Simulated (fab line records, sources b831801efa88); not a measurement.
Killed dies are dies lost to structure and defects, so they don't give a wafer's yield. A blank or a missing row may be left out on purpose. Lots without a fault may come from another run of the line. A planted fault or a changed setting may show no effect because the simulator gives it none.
fab line records | flow gf180mcu
record lots=5 wafers=15 last_day=32
route steps=602 shown STI@31 DNWELL@32 NWELL@42 LVPWELL@54
lots that met no fault: from a run of the same line without faults
start_h: hours from the record's first day to the start of the lot's first wafer shown | wait_h: hours since the lot's step before | " the same as in the row above | L1.1+2: a row that stands for several wafers | - no value, or no start given | * or withheld: withheld | < > ~ a bound
route shown NAME@n: a module of which the file shows steps, and the number in the route of the first | usual: mean/standard deviation of fault-free wafers | same: alike in all rows | chamber/n: place in a boat | sites: the reading at each site | _std_site: their standard deviation | _edge_site: outer sites' mean less inner sites' | radius_mm: how far each site lies from the wafer's centre | mask NAME#n: copy n | behind: the tool/chamber that last shaped the wafer | hold: why the lot was held/for how many hours/how that ended | device: the transistor (n, p or np) that didn't switch | end of line: the same wafers' tests at the end of the route | a step without rows: its recipe alone | killed: dies lost to structure and defects at the first sort, not the wafer's yield | map: a wafer's dies, x killed, . not, _ none there
set.NAME: the setting as run; set.NAME@STEP: as run at that earlier step | model.NAME: the simulator's own value behind a step, which no gauge read
lots at some steps of the route; a table a step, a row a wafer
services: from which hour (start_h, from the record's first day; less than 0 if before it) a tool's chamber was out of use, for how many hours, and why
## steps
# step GF_STI_THK_MEAS_30
# recipe reads=SiO2_of_STI_OXIDATION_29
# usual STI_OXIDATION_02_THK=9.98/0.19
# columns lot.wafer tool chamber start_h wait_h STI_OXIDATION_02_THK[nm]
L076.1 film_metro-02 - 40.10 0.0 9.77
L076.4 " - " " 9.97
L076.6 " - " " 9.81
L081.4 film_metro-02 - 65.79 0.0 10.20
L081.5 " - " " 10.15
L081.6 " - " " 10.13
L086.4 film_metro-03 - 91.43 0.0 10.05
L086.5 " - " " 10.22
L086.6 " - " " 10.22
L088.1 film_metro-03 - 109.22 0.0 9.64
L088.3 " - " " 9.61
L088.6 " - " " 9.71
L089.1 film_metro-02 - 109.22 0.0 10.01
L089.3 " - " " 9.64
L089.5 " - " " 9.82
# step GF_DNWELL_DEHYDRATE_00
# recipe temp_c=200 time_s=60
# usual resist_line_temp_C=23.01/0.1
# same time_s=60
# columns lot.wafer tool chamber start_h wait_h resist_line_temp_C
L076.1 litho_track-02 0 46.06 5.9 22.94
L076.4 " 0 " " 22.87
L076.6 " 0 " " 23.05
L081.4 litho_track-02 0 72.04 6.2 23.11
L081.5 " 0 " " 22.85
L081.6 " 0 " " 22.95
L086.4 litho_track-01 0 97.34 5.9 23.12
L086.5 " 0 " " 22.98
L086.6 " 0 " " 23.10
L088.1 litho_track-02 0 115.36 6.1 22.89
L088.3 " 0 " " 22.82
L088.6 " 0 " " 23.05
L089.1 litho_track-01 0 115.36 6.1 22.99
L089.3 " 0 " " 23.11
L089.5 " 0 " " 23.15
# step GF_DNWELL_HMDS_01
# recipe prime_time_s=60 prime_temp_c=120
# usual resist_line_temp_C=23.03/0.1
# columns lot.wafer tool chamber start_h wait_h resist_line_temp_C
L076.1 litho_track-02 0 46.21 0.1 23.05
L076.4 " 0 " " 23.09
L076.6 " 0 " " 22.94
L081.4 litho_track-02 0 72.19 0.1 23.20
L081.5 " 0 " " 23.04
L081.6 " 0 " " 22.92
L086.4 litho_track-01 0 97.49 0.1 22.81
L086.5 " 0 " " 23.07
L086.6 " 0 " " 22.97
L088.1 litho_track-02 0 115.51 0.1 22.82
L088.3 " 0 " " 23.00
L088.6 " 0 " " 22.99
L089.1 litho_track-01 0 115.51 0.1 23.08
L089.3 " 0 " " 23.08
L089.5 " 0 " " 23.03
# step GF_DNWELL_COAT_02
# recipe spin_rpm=2000 resist_thk_nm=3000
# usual dispense_pressure_kPa=48.9/1.3 resist_line_temp_C=22.99/0.12
# columns lot.wafer tool chamber start_h wait_h dispense_pressure_kPa resist_line_temp_C
L076.1 litho_track-02 0 46.36 0.1 49.9 22.96
L076.4 " 0 " " 50.0 23.01
L076.6 " 0 " " 50.0 23.00
L081.4 litho_track-02 0 72.34 0.1 50.1 23.16
L081.5 " 0 " " 50.1 23.02
L081.6 " 0 " " 50.0 23.01
L086.4 litho_track-01 0 97.64 0.1 48.8 22.99
L086.5 " 0 " " 48.7 23.12
L086.6 " 0 " " 48.8 23.11
L088.1 litho_track-02 0 115.66 0.1 50.1 22.98
L088.3 " 0 " " 50.1 23.03
L088.6 " 0 " " 50.0 22.88
L089.1 litho_track-01 0 115.66 0.1 48.8 22.88
L089.3 " 0 " " 48.8 23.02
L089.5 " 0 " " 48.8 23.09
# step GF_DNWELL_SOFTBAKE_03
# recipe temp_c=110 time_s=withheld
# usual resist_line_temp_C=22.99/0.1
# columns lot.wafer tool chamber start_h wait_h resist_line_temp_C
L076.1 litho_track-02 0 46.51 0.1 22.91
L076.4 " 0 " " 22.91
L076.6 " 0 " " 22.95
L081.4 litho_track-02 0 72.51 0.1 23.02
L081.5 " 0 " " 22.99
L081.6 " 0 " " 22.90
L086.4 litho_track-01 0 97.81 0.1 22.98
L086.5 " 0 " " 22.84
L086.6 " 0 " " 22.98
L088.1 litho_track-02 0 115.81 0.1 23.01
L088.3 " 0 " " 22.94
L088.6 " 0 " " 23.00
L089.1 litho_track-01 0 115.81 0.1 22.95
L089.3 " 0 " " 23.01
L089.5 " 0 " " 22.88
# step GF_DNWELL_EXPOSE_04
# recipe mask_id=DNWELL target_cd_nm=1700 na=0.6 source_shape=conventional sigma_outer=0.6 dose_mj=260
# usual exposure_dose_mJ_cm2=259.99/0.27
# columns lot.wafer tool chamber start_h wait_h mask exposure_dose_mJ_cm2
L076.1 iline_stepper-01 0 - - DNWELL#0 260.19
L076.4 " 0 " " DNWELL#0 260.37
L076.6 " 0 " " DNWELL#0 260.27
L081.4 iline_stepper-02 0 - - DNWELL#0 259.84
L081.5 " 0 " " DNWELL#0 259.98
L081.6 " 0 " " DNWELL#0 259.97
L086.4 iline_stepper-01 0 - - DNWELL#0 260.14
L086.5 " 0 " " DNWELL#0 259.84
L086.6 " 0 " " DNWELL#0 259.96
L088.1 iline_stepper-02 0 - - DNWELL#0 260.07
L088.3 " 0 " " DNWELL#0 260.07
L088.6 " 0 " " DNWELL#0 259.79
L089.1 iline_stepper-01 0 - - DNWELL#0 260.28
L089.3 " 0 " " DNWELL#0 260.01
L089.5 " 0 " " DNWELL#0 260.03
# step GF_DNWELL_PEB_05
# recipe temp_c=115 time_s=withheld
# usual resist_line_temp_C=22.99/0.1
# columns lot.wafer tool chamber start_h wait_h resist_line_temp_C
L076.1 litho_track-02 0 - - 22.92
L076.4 " 0 " " 23.09
L076.6 " 0 " " 23.04
L081.4 litho_track-01 0 - - 22.95
L081.5 " 0 " " 22.93
L081.6 " 0 " " 22.97
L086.4 litho_track-02 0 - - 23.01
L086.5 " 0 " " 23.00
L086.6 " 0 " " 23.01
L088.1 litho_track-04 0 - - 22.96
L088.3 " 0 " " 23.01
L088.6 " 0 " " 23.14
L089.1 litho_track-01 0 - - 23.10
L089.3 " 0 " " 23.13
L089.5 " 0 " " 23.09
# step GF_DNWELL_DEVELOP_06
# recipe wall_angle_deg=90 develop_time_s=60 dev_temp_c=23
# usual resist_line_temp_C=23.02/0.096
# columns lot.wafer tool chamber start_h wait_h resist_line_temp_C
L076.1 litho_track-02 0 - - 23.07
L076.4 " 0 " " 23.04
L076.6 " 0 " " 23.12
L081.4 litho_track-01 0 - - 23.06
L081.5 " 0 " " 22.98
L081.6 " 0 " " 22.97
L086.4 litho_track-02 0 - - 22.97
L086.5 " 0 " " 22.90
L086.6 " 0 " " 23.14
L088.1 litho_track-04 0 - - 23.11
L088.3 " 0 " " 23.00
L088.6 " 0 " " 23.14
L089.1 litho_track-01 0 - - 23.04
L089.3 " 0 " " 22.97
L089.5 " 0 " " 22.83
# step GF_DNWELL_IMPLANT_07
# recipe species=P energy_kev=1500 dose_cm2=1e+13 tilt_deg=0
# usual beam_on_s=10.00/0.18 dose_ions_cm2=1e+13/1.3e+10
# columns lot.wafer tool chamber start_h wait_h beam_on_s dose_ions_cm2
L076.1 implanter-04 0 52.81 - 9.84 1.0017e+13
L076.4 " 0 " " 9.71 9.99e+12
L076.6 " 0 " " 10.01 9.985e+12
L081.4 implanter-04 0 79.19 - 10.14 1.0011e+13
L081.5 " 0 " " 10.17 1.0009e+13
L081.6 " 0 " " 9.95 1.0003e+13
L086.4 implanter-04 0 104.78 - 9.75 9.994e+12
L086.5 " 0 " " 10.05 1.0001e+13
L086.6 " 0 " " 10.26 9.988e+12
L088.1 implanter-01 0 122.65 - 9.55 9.978e+12
L088.3 " 0 " " 9.98 9.996e+12
L088.6 " 0 " " 9.59 9.992e+12
L089.1 implanter-02 0 122.91 - 10.01 1.001e+13
L089.3 " 0 " " 9.77 9.999e+12
L089.5 " 0 " " 9.58 9.99e+12
# step GF_DNWELL_STRIP_08
# recipe chemistry=O2/N2 power_w=1400 pressure_mtorr=1500 platen_temp_c=250 o2_flow_sccm=3000 n2_flow_sccm=300 overash_fraction=0.5
# usual chamber_pressure_mTorr=1499.9/1.4 drypump_motor_current_A=5.6/0.36 heater_power_w=356/52 oes_product_au=0.722/0.0044 strip_time_to_endpoint_s=37.01/0.1
# same overash_fraction=0.5
# columns lot.wafer tool chamber start_h wait_h chamber_pressure_mTorr drypump_motor_current_A heater_power_w oes_product_au rf_hours_counter_h strip_time_to_endpoint_s
L076.1 plasma_asher-03 1 52.96 0.1 1499.5 5.6 357 0.722 40 36.94
L076.4 " 1 " " 1501.9 5.6 373 0.716 - 36.97
L076.6 " 0 " " 1499.1 5.6 355 0.718 - 37.03
L081.4 plasma_asher-02 1 79.30 0.1 1502.0 6.0 451 0.724 - 37.26
L081.5 " 0 " " 1499.6 6.0 325 0.720 - 37.16
L081.6 " 1 " " 1500.1 6.0 451 0.730 - 37.00
L086.4 plasma_asher-03 0 104.89 0.1 1501.5 5.6 358 0.717 - 37.03
L086.5 " 1 " " 1497.7 5.6 367 0.720 - 37.03
L086.6 " 0 " " 1500.4 5.6 357 0.720 - 36.97
L088.1 plasma_asher-01 0 122.80 0.1 1499.3 5.0 299 0.727 43 36.90
L088.3 " 0 " " 1498.1 4.9 295 0.724 - 36.88
L088.6 " 0 " " 1499.6 5.0 299 0.717 - 36.93
L089.1 plasma_asher-02 1 123.06 0.1 1498.9 6.0 442 0.723 49 36.99
L089.3 " 0 " " 1500.0 6.0 320 0.718 - 37.20
L089.5 " 1 " " 1501.5 6.0 445 0.724 - 36.95
# step GF_DNWELL_TW_MEAS_09
# usual DNWELL_TW=1350/12
# columns lot.wafer tool chamber start_h wait_h DNWELL_TW
L076.1 film_metro-03 - 53.06 0.1 1345
L076.4 " - " " 1335
L076.6 " - " " 1339
L081.4 film_metro-01 - 79.39 0.1 1356
L081.5 " - " " 1356
L081.6 " - " " 1360
L086.4 film_metro-01 - 104.99 0.1 1363
L086.5 " - " " 1366
L086.6 " - " " 1355
L088.1 film_metro-03 - 122.90 0.1 1325
L088.3 " - " " 1325
L088.6 " - " " 1326
L089.1 film_metro-04 - 123.16 0.1 1347
L089.3 " - " " 1348
L089.5 " - " " 1345
# step GF_NWELL_DEHYDRATE_00
# recipe temp_c=200 time_s=60
# usual resist_line_temp_C=23.00/0.097
# same time_s=60
# columns lot.wafer tool chamber start_h wait_h resist_line_temp_C
L076.1 litho_track-02 0 58.96 5.9 22.88
L076.4 " 0 " " 22.74
L076.6 " 0 " " 22.96
L081.4 litho_track-03 0 86.03 6.6 23.02
L081.5 " 0 " " 23.14
L081.6 " 0 " " 22.97
L086.4 litho_track-04 0 111.28 6.3 23.00
L086.5 " 0 " " 23.01
L086.6 " 0 " " 23.05
L088.1 litho_track-03 0 129.55 6.6 23.12
L088.3 " 0 " " 22.95
L088.6 " 0 " " 23.08
L089.1 litho_track-04 0 129.75 6.6 22.95
L089.3 " 0 " " 22.95
L089.5 " 0 " " 22.82
# step GF_NWELL_HMDS_01
# recipe prime_time_s=60 prime_temp_c=120
# usual resist_line_temp_C=23.00/0.11
# columns lot.wafer tool chamber start_h wait_h resist_line_temp_C
L076.1 litho_track-02 0 59.11 0.1 22.97
L076.4 " 0 " " 23.09
L076.6 " 0 " " 22.99
L081.4 litho_track-03 0 86.18 0.1 22.87
L081.5 " 0 " " 22.93
L081.6 " 0 " " 22.81
L086.4 litho_track-04 0 111.43 0.1 23.06
L086.5 " 0 " " 22.94
L086.6 " 0 " " 23.03
L088.1 litho_track-03 0 129.70 0.1 23.06
L088.3 " 0 " " 23.01
L088.6 " 0 " " 23.18
L089.1 litho_track-04 0 129.90 0.1 22.91
L089.3 " 0 " " 22.92
L089.5 " 0 " " 23.07
# step GF_NWELL_COAT_02
# recipe spin_rpm=2000 resist_thk_nm=3000
# usual dispense_pressure_kPa=46.1/1.8 resist_line_temp_C=23.00/0.11
# columns lot.wafer tool chamber start_h wait_h dispense_pressure_kPa resist_line_temp_C
L076.1 litho_track-02 0 59.26 0.1 50.0 22.87
L076.4 " 0 " " 50.0 23.00
L076.6 " 0 " " 50.0 22.96
L081.4 litho_track-03 0 86.33 0.1 45.4 23.10
L081.5 " 0 " " 45.4 23.10
L081.6 " 0 " " 45.4 23.13
L086.4 litho_track-04 0 111.58 0.1 45.2 23.09
L086.5 " 0 " " 45.2 22.92
L086.6 " 0 " " 45.2 23.01
L088.1 litho_track-03 0 129.85 0.1 45.3 23.02
L088.3 " 0 " " 45.4 22.83
L088.6 " 0 " " 45.3 22.85
L089.1 litho_track-04 0 130.05 0.1 45.2 23.02
L089.3 " 0 " " 45.2 23.23
L089.5 " 0 " " 45.2 23.00
# step GF_NWELL_SOFTBAKE_03
# recipe temp_c=110 time_s=withheld
# usual resist_line_temp_C=22.99/0.1
# columns lot.wafer tool chamber start_h wait_h resist_line_temp_C
L076.1 litho_track-02 0 59.41 0.1 22.81
L076.4 " 0 " " 22.76
L076.6 " 0 " " 22.91
L081.4 litho_track-03 0 86.50 0.1 23.02
L081.5 " 0 " " 22.94
L081.6 " 0 " " 22.98
L086.4 litho_track-04 0 111.75 0.1 23.07
L086.5 " 0 " " 23.08
L086.6 " 0 " " 22.88
L088.1 litho_track-03 0 130.00 0.1 22.95
L088.3 " 0 " " 22.78
L088.6 " 0 " " 22.98
L089.1 litho_track-04 0 130.20 0.1 22.99
L089.3 " 0 " " 22.98
L089.5 " 0 " " 22.91
# step GF_NWELL_EXPOSE_04
# recipe mask_id=Nwell target_cd_nm=860 na=0.6 source_shape=conventional sigma_outer=0.6 dose_mj=264.6
# usual exposure_dose_mJ_cm2=264.6/0.32
# columns lot.wafer tool chamber start_h wait_h mask exposure_dose_mJ_cm2
L076.1 iline_stepper-02 0 - - Nwell#0 264.4
L076.4 " 0 " " Nwell#0 264.0
L076.6 " 0 " " Nwell#0 264.6
L081.4 iline_stepper-02 0 - - Nwell#0 265.0
L081.5 " 0 " " Nwell#0 264.6
L081.6 " 0 " " Nwell#0 264.6
L086.4 iline_stepper-02 0 - - Nwell#0 264.8
L086.5 " 0 " " Nwell#0 265.0
L086.6 " 0 " " Nwell#0 264.6
L088.1 iline_stepper-01 0 - - Nwell#0 264.8
L088.3 " 0 " " Nwell#0 264.9
L088.6 " 0 " " Nwell#0 264.9
L089.1 iline_stepper-02 0 - - Nwell#0 264.4
L089.3 " 0 " " Nwell#0 264.4
L089.5 " 0 " " Nwell#0 264.6
# step GF_NWELL_PEB_05
# recipe temp_c=115 time_s=withheld
# usual resist_line_temp_C=22.99/0.11
# columns lot.wafer tool chamber start_h wait_h resist_line_temp_C
L076.1 litho_track-03 0 - - 22.94
L076.4 " 0 " " 23.05
L076.6 " 0 " " 22.93
L081.4 litho_track-03 0 - - 23.01
L081.5 " 0 " " 23.06
L081.6 " 0 " " 23.08
L086.4 litho_track-02 0 - - 23.03
L086.5 " 0 " " 22.94
L086.6 " 0 " " 23.18
L088.1 litho_track-03 0 - - 23.05
L088.3 " 0 " " 22.92
L088.6 " 0 " " 22.99
L089.1 litho_track-02 0 - - 22.85
L089.3 " 0 " " 22.91
L089.5 " 0 " " 22.87
# step GF_NWELL_DEVELOP_06
# recipe wall_angle_deg=90 develop_time_s=60 dev_temp_c=23
# usual resist_line_temp_C=22.98/0.1
# columns lot.wafer tool chamber start_h wait_h resist_line_temp_C
L076.1 litho_track-03 0 - - 22.93
L076.4 " 0 " " 22.95
L076.6 " 0 " " 22.95
L081.4 litho_track-03 0 - - 22.96
L081.5 " 0 " " 22.97
L081.6 " 0 " " 22.87
L086.4 litho_track-02 0 - - 22.76
L086.5 " 0 " " 22.83
L086.6 " 0 " " 22.84
L088.1 litho_track-03 0 - - 23.02
L088.3 " 0 " " 23.12
L088.6 " 0 " " 23.23
L089.1 litho_track-02 0 - - 23.04
L089.3 " 0 " " 22.83
L089.5 " 0 " " 23.01
# step GF_NWELL_OVL_MEAS_07
# usual NWELL_OVL=2.0/1.2
# columns lot.wafer tool chamber start_h wait_h NWELL_OVL[nm]
L076.1 overlay-02 - 66.35 - 2.4
L076.4 " - " " 2.0
L076.6 " - " " 2.5
L081.4 overlay-02 - 93.77 - 1.8
L081.5 " - " " 0.6
L081.6 " - " " 1.0
L086.4 overlay-02 - 118.98 - 4.3
L086.5 " - " " 3.1
L086.6 " - " " 4.1
L088.1 overlay-01 - 137.35 - 1.2
L088.3 " - " " 2.8
L088.6 " - " " 1.7
L089.1 overlay-02 - 137.66 - 2.9
L089.3 " - " " 2.7
L089.5 " - " " 3.6
# step GF_NWELL_IMPLANT_08
# recipe species=P energy_kev=450 dose_cm2=1.5e+13 tilt_deg=0
# usual beam_on_s=9.99/0.21 dose_ions_cm2=1.4996e+13/1.8e+10
# columns lot.wafer tool chamber start_h wait_h beam_on_s dose_ions_cm2
L076.1 implanter-02 0 66.39 0.0 10.07 1.5018e+13
L076.4 " 0 " " 10.03 1.5021e+13
L076.6 " 0 " " 9.81 1.4995e+13
L081.4 implanter-02 0 93.86 0.1 9.94 1.498e+13
L081.5 " 0 " " 9.78 1.4993e+13
L081.6 " 0 " " 10.30 1.4988e+13
L086.4 implanter-01 0 119.07 0.1 9.87 1.5007e+13
L086.5 " 0 " " 10.22 1.4996e+13
L086.6 " 0 " " 10.32 1.4981e+13
L088.1 implanter-02 0 137.39 0.0 10.09 1.4984e+13
L088.3 " 0 " " 10.16 1.5041e+13
L088.6 " 0 " " 10.44 1.4987e+13
L089.1 implanter-03 0 137.69 0.0 9.99 1.5011e+13
L089.3 " 0 " " 9.92 1.5003e+13
L089.5 " 0 " " 9.61 1.4999e+13
# step GF_NWELL_IMPLANT_09
# recipe species=P energy_kev=160 dose_cm2=4e+12 tilt_deg=0
# usual beam_on_s=9.99/0.19 dose_ions_cm2=3.999e+12/4.4e+09
# columns lot.wafer tool chamber start_h wait_h beam_on_s dose_ions_cm2
L076.1 implanter-02 0 66.54 0.1 10.01 3.993e+12
L076.4 " 0 " " 9.79 3.998e+12
L076.6 " 0 " " 10.05 3.995e+12
L081.4 implanter-02 0 94.01 0.1 9.82 4.002e+12
L081.5 " 0 " " 10.01 4e+12
L081.6 " 0 " " 9.78 4.006e+12
L086.4 implanter-01 0 119.22 0.1 9.99 4.006e+12
L086.5 " 0 " " 10.07 4.009e+12
L086.6 " 0 " " 9.88 4.004e+12
L088.1 implanter-02 0 137.54 0.1 9.76 4.001e+12
L088.3 " 0 " " 9.81 3.997e+12
L088.6 " 0 " " 10.10 3.995e+12
L089.1 implanter-03 0 137.84 0.1 9.98 4.007e+12
L089.3 " 0 " " 9.96 4.007e+12
L089.5 " 0 " " 9.88 3.999e+12
# step GF_NWELL_STRIP_10
# recipe chemistry=O2/N2 power_w=1400 pressure_mtorr=1500 platen_temp_c=250 o2_flow_sccm=3000 n2_flow_sccm=300 overash_fraction=0.5
# usual chamber_pressure_mTorr=1500.0/1.5 drypump_motor_current_A=5.7/0.39 heater_power_w=344/46 oes_product_au=0.722/0.0049 strip_time_to_endpoint_s=36.97/0.11
# same overash_fraction=0.5
# columns lot.wafer tool chamber start_h wait_h chamber_pressure_mTorr drypump_motor_current_A heater_power_w oes_product_au rf_hours_counter_h strip_time_to_endpoint_s
L076.1 plasma_asher-02 0 66.69 0.1 1500.4 5.9 326 0.717 43 36.79
L076.4 " 1 " " 1502.5 6.0 448 0.726 - 36.83
L076.6 " 1 " " 1501.5 6.0 443 0.715 - 37.00
L081.4 plasma_asher-01 1 94.12 0.1 1499.2 5.4 315 0.717 - 37.14
L081.5 " 1 " " 1499.7 5.5 312 0.717 - 37.09
L081.6 " 0 " " 1499.6 4.9 298 0.727 - 36.93
L086.4 plasma_asher-04 1 119.33 0.1 1501.7 5.6 325 0.716 - 37.04
L086.5 " 1 " " 1501.4 5.6 320 0.718 - 37.13
L086.6 " 0 " " 1497.7 6.1 368 0.723 - 37.06
L088.1 plasma_asher-04 0 137.69 0.1 1500.1 6.1 377 0.722 34 37.06
L088.3 " 0 " " 1499.1 6.1 366 0.725 - 37.02
L088.6 " 1 " " 1500.5 5.6 326 0.718 - 37.18
L089.1 plasma_asher-02 1 137.99 0.1 1499.1 6.0 448 0.727 51 36.99
L089.3 " 1 " " 1500.5 6.0 449 0.719 - 37.00
L089.5 " 1 " " 1500.5 6.0 447 0.722 - 36.98
# step GF_NWELL_TW_MEAS_11
# usual NWELL_TW=1572/14
# columns lot.wafer tool chamber start_h wait_h NWELL_TW
L076.1 film_metro-01 - 66.79 0.1 1567
L076.4 " - " " 1572
L076.6 " - " " 1561
L081.4 film_metro-02 - 94.22 0.1 1547
L081.5 " - " " 1543
L081.6 " - " " 1557
L086.4 film_metro-04 - 119.43 0.1 1580
L086.5 " - " " 1581
L086.6 " - " " 1588
L088.1 film_metro-01 - 137.79 0.1 1578
L088.3 " - " " 1574
L088.6 " - " " 1573
L089.1 film_metro-02 - 138.09 0.1 1551
L089.3 " - " " 1559
L089.5 " - " " 1568
# step GF_LVPWELL_DEHYDRATE_00
# recipe temp_c=200 time_s=60
# usual resist_line_temp_C=23.02/0.12
# same time_s=60
# columns lot.wafer tool chamber start_h wait_h resist_line_temp_C
L076.1 litho_track-02 0 73.36 6.6 22.90
L076.4 " 0 " " 23.16
L076.6 " 0 " " 23.01
L081.4 litho_track-03 0 100.28 6.0 22.99
L081.5 " 0 " " 22.91
L081.6 " 0 " " 22.86
L086.4 litho_track-01 0 125.29 5.9 22.93
L086.5 " 0 " " 23.10
L086.6 " 0 " " 23.05
L088.1 litho_track-03 0 145.15 7.4 23.19
L088.3 " 0 " " 23.18
L088.6 " 0 " " 23.04
L089.1 litho_track-02 0 145.21 7.1 22.91
L089.3 " 0 " " 22.73
L089.5 " 0 " " 22.92
# step GF_LVPWELL_HMDS_01
# recipe prime_time_s=60 prime_temp_c=120
# usual resist_line_temp_C=22.98/0.1
# columns lot.wafer tool chamber start_h wait_h resist_line_temp_C
L076.1 litho_track-02 0 73.51 0.1 22.91
L076.4 " 0 " " 22.83
L076.6 " 0 " " 22.81
L081.4 litho_track-03 0 100.43 0.1 22.98
L081.5 " 0 " " 22.99
L081.6 " 0 " " 22.94
L086.4 litho_track-01 0 125.44 0.1 23.12
L086.5 " 0 " " 22.95
L086.6 " 0 " " 23.07
L088.1 litho_track-03 0 145.30 0.1 23.00
L088.3 " 0 " " 22.90
L088.6 " 0 " " 22.97
L089.1 litho_track-02 0 145.36 0.1 22.94
L089.3 " 0 " " 22.97
L089.5 " 0 " " 22.98
# step GF_LVPWELL_COAT_02
# recipe spin_rpm=2000 resist_thk_nm=3000
# usual dispense_pressure_kPa=47.8/2.1 resist_line_temp_C=22.99/0.11
# columns lot.wafer tool chamber start_h wait_h dispense_pressure_kPa resist_line_temp_C
L076.1 litho_track-02 0 73.66 0.1 50.1 22.99
L076.4 " 0 " " 50.1 22.74
L076.6 " 0 " " 50.1 22.87
L081.4 litho_track-03 0 100.58 0.1 45.4 23.07
L081.5 " 0 " " 45.3 22.88
L081.6 " 0 " " 45.4 22.86
L086.4 litho_track-01 0 125.59 0.1 48.8 23.02
L086.5 " 0 " " 48.8 22.94
L086.6 " 0 " " 48.8 22.92
L088.1 litho_track-03 0 145.45 0.1 45.3 22.82
L088.3 " 0 " " 45.4 22.83
L088.6 " 0 " " 45.4 22.93
L089.1 litho_track-02 0 145.51 0.1 50.1 23.00
L089.3 " 0 " " 50.1 23.03
L089.5 " 0 " " 50.1 22.74
# step GF_LVPWELL_SOFTBAKE_03
# recipe temp_c=110 time_s=withheld
# usual resist_line_temp_C=23.00/0.11
# columns lot.wafer tool chamber start_h wait_h resist_line_temp_C
L076.1 litho_track-02 0 73.81 0.1 22.81
L076.4 " 0 " " 23.02
L076.6 " 0 " " 23.00
L081.4 litho_track-03 0 100.75 0.1 23.00
L081.5 " 0 " " 22.90
L081.6 " 0 " " 22.87
L086.4 litho_track-01 0 125.76 0.1 22.87
L086.5 " 0 " " 22.96
L086.6 " 0 " " 22.97
L088.1 litho_track-03 0 145.60 0.1 22.96
L088.3 " 0 " " 23.10
L088.6 " 0 " " 23.05
L089.1 litho_track-02 0 145.66 0.1 22.96
L089.3 " 0 " " 23.09
L089.5 " 0 " " 22.89
# step GF_LVPWELL_EXPOSE_04
# recipe mask_id=LVPWELL target_cd_nm=600 na=0.6 source_shape=conventional sigma_outer=0.6 dose_mj=260
# usual exposure_dose_mJ_cm2=260.0/0.32
# columns lot.wafer tool chamber start_h wait_h mask exposure_dose_mJ_cm2
L076.1 iline_stepper-02 0 - - LVPWELL#0 259.8
L076.4 " 0 " " LVPWELL#0 259.2
L076.6 " 0 " " LVPWELL#0 260.2
L081.4 iline_stepper-02 0 - - LVPWELL#0 260.1
L081.5 " 0 " " LVPWELL#0 260.3
L081.6 " 0 " " LVPWELL#0 260.0
L086.4 iline_stepper-01 0 - - LVPWELL#0 259.8
L086.5 " 0 " " LVPWELL#0 260.1
L086.6 " 0 " " LVPWELL#0 259.7
L088.1 iline_stepper-02 0 - - LVPWELL#0 259.9
L088.3 " 0 " " LVPWELL#0 259.9
L088.6 " 0 " " LVPWELL#0 259.8
L089.1 iline_stepper-02 0 - - LVPWELL#0 260.3
L089.3 " 0 " " LVPWELL#0 260.4
L089.5 " 0 " " LVPWELL#0 259.9
# step GF_LVPWELL_PEB_05
# recipe temp_c=115 time_s=withheld
# usual resist_line_temp_C=23.01/0.096
# columns lot.wafer tool chamber start_h wait_h resist_line_temp_C
L076.1 litho_track-01 0 - - 23.17
L076.4 " 0 " " 23.01
L076.6 " 0 " " 23.07
L081.4 litho_track-02 0 - - 23.01
L081.5 " 0 " " 22.85
L081.6 " 0 " " 22.99
L086.4 litho_track-02 0 - - 23.03
L086.5 " 0 " " 23.08
L086.6 " 0 " " 23.07
L088.1 litho_track-03 0 - - 23.10
L088.3 " 0 " " 23.04
L088.6 " 0 " " 23.08
L089.1 litho_track-01 0 - - 23.02
L089.3 " 0 " " 23.16
L089.5 " 0 " " 23.05
# step GF_LVPWELL_DEVELOP_06
# recipe wall_angle_deg=90 develop_time_s=60 dev_temp_c=23
# usual resist_line_temp_C=23.00/0.095
# columns lot.wafer tool chamber start_h wait_h resist_line_temp_C
L076.1 litho_track-01 0 - - 23.04
L076.4 " 0 " " 22.99
L076.6 " 0 " " 23.07
L081.4 litho_track-02 0 - - 23.16
L081.5 " 0 " " 22.91
L081.6 " 0 " " 22.84
L086.4 litho_track-02 0 - - 22.95
L086.5 " 0 " " 22.89
L086.6 " 0 " " 22.94
L088.1 litho_track-03 0 - - 23.17
L088.3 " 0 " " 22.98
L088.6 " 0 " " 23.11
L089.1 litho_track-01 0 - - 23.02
L089.3 " 0 " " 23.02
L089.5 " 0 " " 23.00
# step GF_LVPWELL_OVL_MEAS_07
# usual LVPWELL_OVL=-0.1/1.2
# columns lot.wafer tool chamber start_h wait_h LVPWELL_OVL[nm]
L076.1 overlay-01 - 80.71 - -0.7
L076.4 " - " " -0.1
L076.6 " - " " -1.2
L081.4 overlay-01 - 107.93 - -2.4
L081.5 " - " " -0.8
L081.6 " - " " -0.2
L086.4 overlay-02 - 132.58 - -0.3
L086.5 " - " " -0.7
L086.6 " - " " -1.2
L088.1 overlay-01 - 153.45 - -0.4
L088.3 " - " " -0.4
L088.6 " - " " -1.2
L089.1 overlay-02 - 153.61 - 1.2
L089.3 " - " " 0.1
L089.5 " - " " 0.8
# step GF_LVPWELL_IMPLANT_08
# recipe species=B energy_kev=170 dose_cm2=1.5e+13 tilt_deg=0
# usual beam_on_s=9.99/0.2 dose_ions_cm2=1.5002e+13/1.7e+10
# columns lot.wafer tool chamber start_h wait_h beam_on_s dose_ions_cm2
L076.1 implanter-03 0 80.75 0.0 9.76 1.5015e+13
L076.4 " 0 " " 10.16 1.4995e+13
L076.6 " 0 " " 10.13 1.502e+13
L081.4 implanter-02 0 108.02 0.1 10.00 1.5003e+13
L081.5 " 0 " " 10.08 1.4995e+13
L081.6 " 0 " " 9.82 1.5006e+13
L086.4 implanter-02 0 132.67 0.1 10.31 1.5012e+13
L086.5 " 0 " " 9.92 1.4993e+13
L086.6 " 0 " " 10.12 1.4998e+13
L088.1 implanter-03 0 153.49 0.0 9.60 1.4972e+13
L088.3 " 0 " " 10.28 1.4994e+13
L088.6 " 0 " " 10.14 1.4981e+13
L089.1 implanter-02 0 153.65 0.0 10.19 1.5013e+13
L089.3 " 0 " " 9.74 1.5033e+13
L089.5 " 0 " " 9.98 1.5037e+13
## services
# columns tool chamber start_h hours kind
iline_stepper-01 - 26.11 1.7 pm
plasma_asher-04 - 65.41 4.6 repair
implanter-03 - 65.45 1.9 repair
implanter-02 - 103.45 4.2 pm
plasma_asher-03 - 108.75 9.0 pm
plasma_asher-03 0 108.75 9.0 vent_cycle
plasma_asher-03 1 108.75 9.0 vent_cycle
implanter-03 - 111.92 2.4 repair
plasma_asher-03 0 117.75 - clean
plasma_asher-03 1 117.75 - clean
implanter-03 - 129.24 0.9 repair
iline_stepper-01 - 129.36 0.8 repair
plasma_asher-04 - 139.99 14.6 pm
iline_stepper-01 - 144.83 3.2 repair
## key
fault none
